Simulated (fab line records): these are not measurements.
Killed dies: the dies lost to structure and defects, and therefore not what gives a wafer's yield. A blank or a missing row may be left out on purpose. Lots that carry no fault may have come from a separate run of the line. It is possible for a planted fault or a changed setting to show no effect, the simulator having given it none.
Which tool did it? / flow gf180mcu / 13 lots with 38 wafers sampled at 5 steps, on a route of 602 steps

## WHAT EACH GAUGE READ, for each wafer
GF_MVPSD_OVL_MEAS_07. Usual: for MVPSD_OVL the level is 0.2 nm and the standard deviation is 1.5.
lot=L493; measured=day 5 01:26; on=overlay-01; MVPSD_OVL (nm)=1.1 3.6 1.1; flag=
lot=L494; measured=day 5 09:22; on=overlay-01; MVPSD_OVL (nm)=-1.3 -0.8 -0.9; flag=
lot=L495; measured=day 5 11:30; on=overlay-02; MVPSD_OVL (nm)=2.7 1.2 -0.4; flag=
lot=L496; measured=day 5 17:51; on=overlay-02; MVPSD_OVL (nm)=-1.6 -0.6 -2.0; flag=
lot=L498; measured=day 6 05:59; on=overlay-01; MVPSD_OVL (nm)=0.5 0.2 1.7; flag=
lot=L499; measured=day 6 10:29; on=overlay-01; MVPSD_OVL (nm)=-1.2 0.9 1.7; flag=
lot=L500; measured=day 6 16:46; on=overlay-02; MVPSD_OVL (nm)=0.7 0.0 0.5; flag=
lot=L501; measured=day 6 23:34; on=overlay-01; MVPSD_OVL (nm)=1.3 1.5 -0.5; flag=
lot=L502; measured=day 7 03:18; on=overlay-02; MVPSD_OVL (nm)=0.4 1.8 0.6; flag=
lot=L503; measured=day 7 12:42; on=overlay-02; MVPSD_OVL (nm)=0.0 1.1 0.4; flag=
lot=L511; measured=day 9 13:14; on=overlay-01; MVPSD_OVL (nm)=-0.1 -1.5; flag=
lot=L513; measured=day 10 07:00; on=overlay-01; MVPSD_OVL (nm)=-1.0 -2.9 -1.3; flag=
lot=L514; measured=day 10 11:43; on=overlay-02; MVPSD_OVL (nm)=0.1 0.9 -0.3; flag=

GF_VT_IMPLANT_OVL_MEAS_18. Usual: for VT_IMPLANT_01_OVL the level is -0.3 nm and the standard deviation is 1.4.
lot=L493; measured=day 6 07:10; on=overlay-02; VT_IMPLANT_01_OVL (nm)=0.4 1.8 2.5; flag=
lot=L494; measured=day 6 15:43; on=overlay-02; VT_IMPLANT_01_OVL (nm)=-1.5 -1.7 -1.4; flag=
lot=L495; measured=day 6 17:03; on=overlay-01; VT_IMPLANT_01_OVL (nm)=1.7 0.8 1.6; flag=
lot=L496; measured=day 6 23:48; on=overlay-02; VT_IMPLANT_01_OVL (nm)=-1.5 -1.2 -0.2; flag=
lot=L498; measured=day 7 12:35; on=overlay-01; VT_IMPLANT_01_OVL (nm)=-1.2 -0.1 0.6; flag=
lot=L499; measured=day 7 16:55; on=overlay-02; VT_IMPLANT_01_OVL (nm)=-0.6 -3.3 0.8; flag=
lot=L500; measured=day 8 00:16; on=overlay-01; VT_IMPLANT_01_OVL (nm)=-0.5 -0.2 -0.5; flag=
lot=L501; measured=day 8 06:45; on=overlay-02; VT_IMPLANT_01_OVL (nm)=0.5 0.5 -0.1; flag=
lot=L502; measured=day 8 10:54; on=overlay-02; VT_IMPLANT_01_OVL (nm)=-0.7 -2.2 -2.0; flag=
lot=L503; measured=day 8 21:52; on=overlay-02; VT_IMPLANT_01_OVL (nm)=-0.5 0.6 1.0; flag=
lot=L511; measured=day 11 00:25; on=overlay-01; VT_IMPLANT_01_OVL (nm)=-1.8 -3.0; flag=
lot=L513; measured=day 11 21:36; on=overlay-01; VT_IMPLANT_01_OVL (nm)=2.3 1.3 -0.3; flag=
lot=L514; measured=day 12 01:18; on=overlay-01; VT_IMPLANT_01_OVL (nm)=-5.1 -2.6 -3.5; flag=

GF_VT_IMPLANT_RS_MEAS_48: the measuring method here is four-point-probe. Usual: for LVPWELL_RS the level is 1196 ohm/sq and the standard deviation is 3.2.
lot=L493; measured=day 7 13:40; on=film metro-01; LVPWELL_RS (ohm/sq)=1196 1196 1196; flag=
lot=L494; measured=day 7 23:34; on=film metro-04; LVPWELL_RS (ohm/sq)=1194 1195 1194; flag=
lot=L495; measured=day 8 01:39; on=film metro-01; LVPWELL_RS (ohm/sq)=1199 1199 1199; flag=
lot=L496; measured=day 8 08:45; on=film metro-04; LVPWELL_RS (ohm/sq)=1197 1195 1195; flag=
lot=L498; measured=day 8 21:56; on=film metro-01; LVPWELL_RS (ohm/sq)=1193 1193 1194; flag=
lot=L499; measured=day 9 02:25; on=film metro-04; LVPWELL_RS (ohm/sq)=1198 1198 1197; flag=
lot=L500; measured=day 9 10:18; on=film metro-01; LVPWELL_RS (ohm/sq)=1197 1197 1198; flag=
lot=L501; measured=day 9 17:20; on=film metro-04; LVPWELL_RS (ohm/sq)=1193 1196 1197; flag=
lot=L502; measured=day 9 22:06; on=film metro-02; LVPWELL_RS (ohm/sq)=1191 1190 1189; flag=
lot=L503; measured=day 10 09:05; on=film metro-04; LVPWELL_RS (ohm/sq)=1192 1191 1193; flag=
lot=L511; measured=day 12 15:07; on=film metro-02; LVPWELL_RS (ohm/sq)=1197 1239; flag=OFF
lot=L513; measured=day 13 13:54; on=film metro-01; LVPWELL_RS (ohm/sq)=1193 1201 1201; flag=
lot=L514; measured=day 13 17:04; on=film metro-01; LVPWELL_RS (ohm/sq)=1197 1197 1191; flag=

## EACH LOT AND THE TOOL THAT RAN IT (in order: tool; ch and the chambers of the sampled wafers; start)
lot=L493; GF_LVPWELL_IMPLANT_08=implanter-02 ch 0, day 3 21:26; GF_VT_IMPLANT_STRIP_42=plasma asher-04 ch 0,1, day 7 13:07
lot=L494; GF_LVPWELL_IMPLANT_08=implanter-04 ch 0, day 4 05:08; GF_VT_IMPLANT_STRIP_42=plasma asher-02 ch 0,1, day 7 23:01
lot=L495; GF_LVPWELL_IMPLANT_08=implanter-04 ch 0, day 4 07:20; GF_VT_IMPLANT_STRIP_42=plasma asher-04 ch 0,1, day 8 01:05
lot=L496; GF_LVPWELL_IMPLANT_08=implanter-04 ch 0, day 4 13:24; GF_VT_IMPLANT_STRIP_42=plasma asher-01 ch 0,1, day 8 08:11
lot=L498; GF_LVPWELL_IMPLANT_08=implanter-04 ch 0, day 4 23:53; GF_VT_IMPLANT_STRIP_42=plasma asher-04 ch 0,1, day 8 21:23
lot=L499; GF_LVPWELL_IMPLANT_08=implanter-01 ch 0, day 5 04:51; GF_VT_IMPLANT_STRIP_42=plasma asher-02 ch 0,1, day 9 01:52
lot=L500; GF_LVPWELL_IMPLANT_08=implanter-04 ch 0, day 5 11:18; GF_VT_IMPLANT_STRIP_42=plasma asher-02 ch 0,1, day 9 09:44
lot=L501; GF_LVPWELL_IMPLANT_08=implanter-04 ch 0, day 5 17:06; GF_VT_IMPLANT_STRIP_42=plasma asher-01 ch 0,1, day 9 16:47
lot=L502; GF_LVPWELL_IMPLANT_08=implanter-02 ch 0, day 5 21:56; GF_VT_IMPLANT_STRIP_42=plasma asher-04 ch 1, day 9 21:32
lot=L503; GF_LVPWELL_IMPLANT_08=implanter-01 ch 0, day 6 04:56; GF_VT_IMPLANT_STRIP_42=plasma asher-01 ch 0,1, day 10 08:26
lot=L511; GF_LVPWELL_IMPLANT_08=implanter-04 ch 0, day 8 03:11; GF_VT_IMPLANT_STRIP_42=plasma asher-04 ch 0,1, day 12 14:34
lot=L513; GF_LVPWELL_IMPLANT_08=implanter-01 ch 0, day 8 20:02; GF_VT_IMPLANT_STRIP_42=plasma asher-02 ch 0,1, day 13 13:20
lot=L514; GF_LVPWELL_IMPLANT_08=implanter-02 ch 0, day 9 00:18; GF_VT_IMPLANT_STRIP_42=plasma asher-01 ch 0,1, day 13 16:31
- GF_LVPWELL_IMPLANT_08
- GF_VT_IMPLANT_STRIP_42: strips in O2/N2.

## WHAT THE TOOLS THEMSELVES READ (means of the sampled wafers that have a number; where no wafer has one, the mark that the record gives instead)
GF_VT_IMPLANT_STRIP_42. Usual: drypump motor current A 6.1 A, standard deviation 0.43; heater power w 340 W, standard deviation 17; oes product au 0.716 a.u., standard deviation 0.0046; platen temp c 250.02 C, standard deviation 0.18; strip time to endpoint s 12.64 s, standard deviation 0.036.
lot=L493; tool=plasma asher-04; drypump motor current A (A)=5.7; heater power w (W)=347; oes product au (a.u.)=0.714; platen temp c (C)=249.90; strip time to endpoint s (s)=12.64; flag=
lot=L494; tool=plasma asher-02; drypump motor current A (A)=6.4; heater power w (W)=344; oes product au (a.u.)=0.715; platen temp c (C)=249.96; strip time to endpoint s (s)=12.57; flag=
lot=L495; tool=plasma asher-04; drypump motor current A (A)=5.7; heater power w (W)=346; oes product au (a.u.)=0.717; platen temp c (C)=250.25; strip time to endpoint s (s)=12.69; flag=
lot=L496; tool=plasma asher-01; drypump motor current A (A)=5.8; heater power w (W)=328; oes product au (a.u.)=0.716; platen temp c (C)=250.12; strip time to endpoint s (s)=12.67; flag=
lot=L498; tool=plasma asher-04; drypump motor current A (A)=5.7; heater power w (W)=342; oes product au (a.u.)=0.719; platen temp c (C)=249.99; strip time to endpoint s (s)=12.61; flag=
lot=L499; tool=plasma asher-02; drypump motor current A (A)=6.4; heater power w (W)=349; oes product au (a.u.)=0.716; platen temp c (C)=249.98; strip time to endpoint s (s)=12.62; flag=
lot=L500; tool=plasma asher-02; drypump motor current A (A)=6.6; heater power w (W)=336; oes product au (a.u.)=0.715; platen temp c (C)=249.98; strip time to endpoint s (s)=12.61; flag=
lot=L501; tool=plasma asher-01; drypump motor current A (A)=6.1; heater power w (W)=336; oes product au (a.u.)=0.718; platen temp c (C)=250.08; strip time to endpoint s (s)=12.64; flag=
lot=L502; tool=plasma asher-04; drypump motor current A (A)=6.2; heater power w (W)=362; oes product au (a.u.)=0.714; platen temp c (C)=250.00; strip time to endpoint s (s)=12.63; flag=
lot=L503; tool=plasma asher-01; drypump motor current A (A)=5.9; heater power w (W)=329; oes product au (a.u.)=0.715; platen temp c (C)=249.84; strip time to endpoint s (s)=12.61; flag=
lot=L511; tool=plasma asher-04; drypump motor current A (A)=5.8; heater power w (W)=348; oes product au (a.u.)=0.722; platen temp c (C)=250.17; strip time to endpoint s (s)=12.69; flag=
lot=L513; tool=plasma asher-02; drypump motor current A (A)=6.6; heater power w (W)=331; oes product au (a.u.)=0.714; platen temp c (C)=250.25; strip time to endpoint s (s)=12.66; flag=
lot=L514; tool=plasma asher-01; drypump motor current A (A)=5.9; heater power w (W)=324; oes product au (a.u.)=0.716; platen temp c (C)=249.93; strip time to endpoint s (s)=12.67; flag=

## THE ANSWER, worked out from the rows above alone
Rule: take the mean of a lot's wafers that have a number; if it is more than 3 standard deviations from the usual mean, the lot is off. A lot without any number at a reading at which 4 lots or more have one is off too. The other lots that the step has rows for count as sound. After the gauges, taken in route order, come the tools' own readings; for these a lot's mean is taken, as printed above. The first step at which some lot is off is used, and at that step the reading that is off furthest; a lot without a number counts as furthest.
Off: L511, at GF_VT_IMPLANT_RS_MEAS_48 (LVPWELL_RS).
A tool fits if, at a process step before that reading, it ran every lot that is off, and no sound lot after the first of them. Gauges at GF_VT_IMPLANT_RS_MEAS_48: tried the same way as those tools. Can't be told from this: 3 tools fit, implanter-04 at GF_LVPWELL_IMPLANT_08, plasma asher-04 at GF_VT_IMPLANT_STRIP_42, film metro-02 at GF_VT_IMPLANT_RS_MEAS_48.

## WHAT HAD BEEN PUT IN BY THE SIMULATOR
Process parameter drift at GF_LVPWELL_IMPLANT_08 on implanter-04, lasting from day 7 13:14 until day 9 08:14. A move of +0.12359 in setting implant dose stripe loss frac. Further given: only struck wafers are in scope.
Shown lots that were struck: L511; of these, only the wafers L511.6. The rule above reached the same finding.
